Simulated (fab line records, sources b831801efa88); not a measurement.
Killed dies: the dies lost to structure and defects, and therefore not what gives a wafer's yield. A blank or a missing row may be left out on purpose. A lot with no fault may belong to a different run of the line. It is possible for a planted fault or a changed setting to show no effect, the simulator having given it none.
One fault through the eyes of 2 desks	flow gf180mcu	each desk has only its own numbers; what lay behind them comes last

## TOOL OWNER'S DESK, furnace-02
The tool's own readings at GF_DUAL_GATE_OXIDATION_15 (stabilise 600 s, purge 300 s, target thk 7.098 nm): means of the sampled wafers that have a number, for each lot that ran on this tool. A lot is out of limits, marked OUT, if its mean lies more than 4 standard deviations from the usual mean; the brackets give that distance.
Columns: A = spike_tc_bottom_C at GF_DUAL_GATE_OXIDATION_15, usual 869.6 C; B = zone_power_bottom_pct at GF_DUAL_GATE_OXIDATION_15, usual 25.5 %
lot	first seen here	A	B
L699	day 9 19:05	869.4	26.3
L701	day 10 07:16	870.1	26.1
L709	day 12 19:30	870.3	26.6
L710	day 13 00:22	869.4	26.4
This desk found nothing out of limits on any of the 4 lots.

## AT THE METROLOGY DESK
What the gauges read, lot by lot, whatever tool the lot ran on: means of the sampled wafers that have a number. A lot is out of limits, marked OUT, if its mean lies more than 4 standard deviations from the usual mean; the brackets give that distance.
Columns: A = DUAL_GATE_OXIDATION_00_THK at GF_DUAL_GATE_THK_MEAS_03, usual 11.01 nm; B = DUAL_GATE_OVL at GF_DUAL_GATE_OVL_MEAS_11, usual -0.5 nm
lot	first seen here	A	B
L699	day 9 01:53	10.68	-1.2
L701	day 9 13:02	11.05	-0.5
L705	day 10 17:19	10.93	-0.4
L709	day 11 23:49	10.85	-0.2
L710	day 12 04:35	11.04	-0.6
L717	day 14 08:56	10.91	-1.4
This desk found nothing out of limits on any of the 6 lots.

## ALL TOGETHER
Nothing out of limits was seen by the tool owner's desk.
The metrology desk saw nothing out of limits.

## WHAT THE SIMULATOR HAD INSERTED
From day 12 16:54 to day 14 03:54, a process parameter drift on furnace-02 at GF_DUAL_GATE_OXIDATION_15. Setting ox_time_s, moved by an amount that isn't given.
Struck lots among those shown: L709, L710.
